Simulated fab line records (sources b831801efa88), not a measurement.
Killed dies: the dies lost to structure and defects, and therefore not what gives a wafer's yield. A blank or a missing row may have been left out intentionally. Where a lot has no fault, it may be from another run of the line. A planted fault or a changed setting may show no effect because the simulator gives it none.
Problem report, 8D (eight disciplines) form, completed by code || flow sky130 || the parts of the form that need people (team, actions taken, sign-off) are left out

1. WHAT IS WRONG
Mean of strip time to endpoint s at SKY_LDD_LDN_STRIP_12: 5.40 s across 6 wafers in 2 lots; on wafers with no fault it is 14.17 s (standard deviation 0.042). That is -99 or more standard deviations from the usual mean.
The step: strips in O2/N2.
The first sign was on wafer L463.1 at day 27 21:37, on plasma asher-02. The record holds 42 wafers of 14 lots with a number at this step. Rule for "out", or "out of limits": more than 4 standard deviations from the usual mean. The rest of the wafers with a number are treated as sound.

2. WHAT THIS IS AND IS NOT
{"question": "which readings at this step", "is": "strip time to endpoint s, oes product au", "is not": "drypump motor current A"}
{"question": "which lots", "is": "L463, L464", "is not": "L450, L451, L453, L454, L456, L457, L458, L459, L460, L461, L465, L472"}
{"question": "which wafers of those lots", "is": "all that have a number", "is not": "-"}
{"question": "read on which tools", "is": "plasma asher-02, plasma asher-04", "is not": "plasma asher-03"}
{"question": "when", "is": "from day 27 21:37", "is not": "up to then (30 sound wafers); but 6 sound wafers of L465, L472 came after"}

3. WHAT RULES OUT EACH SUSPECT
Counting: a tool stays on the suspect list if, at a process step up to the reading, it processed all lots that are out and no sound lot following the first of them.
- litho track-01 at SKY_LDD_LDN_COAT_02 (resist thk 1140 nm): kept. It processed each lot that is out, first L463 at day 27 06:27, and no sound lot thereafter; up to then, the last sound lot it processed was L461 at day 26 19:12.
Left after counting: litho track-01 at SKY_LDD_LDN_COAT_02.

4. THE CAUSE (what the simulator had put in)
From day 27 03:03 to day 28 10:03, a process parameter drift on litho track-01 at SKY_LDD_LDN_COAT_02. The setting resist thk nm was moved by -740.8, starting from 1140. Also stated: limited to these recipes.
Counting left only this tool.

5. THE CHAIN OF EFFECTS, in route order
One row per reading whose mean, taken over the struck wafers that have a number, lies over 3 standard deviations from the usual. Scope: only readings with a usual standard deviation given in the record; hours: median across lots of the time from each lot's start at the first step in this table that gives one to its start at this step; sigmas: change in usual standard deviations.
{"hours": 0, "step": "SKY_LDD_LDN_STRIP_12", "reading": "oes product au", "usual": "0.715 a.u.", "on struck wafers": 0.460, "change": -0.255, "sigmas": -59}
{"hours": 0, "step": "SKY_LDD_LDN_STRIP_12", "reading": "strip time to endpoint s", "usual": "14.17 s", "on struck wafers": 5.40, "change": -8.77, "sigmas": "-99 or more"}
Process steps it contains:
- SKY_LDD_LDN_STRIP_12: strips in O2/N2.
Later measuring or inspecting steps at which every struck wafer that the step has a row for has a number for every such reading, and none has moved that far: SKY_POLY_CUT_OVL_MEAS_09.

6. HOW IT WOULD HAVE BEEN CAUGHT EARLIER
19 hours passed between the start of the fault at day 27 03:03 and the first reading out of limits in this record, taken at day 27 21:37.
L464, from the lots that are out (2), started SKY_LDD_LDN_COAT_02 on litho track-01 later than day 27 21:37. A tool hold placed at that time would have kept it from harm.
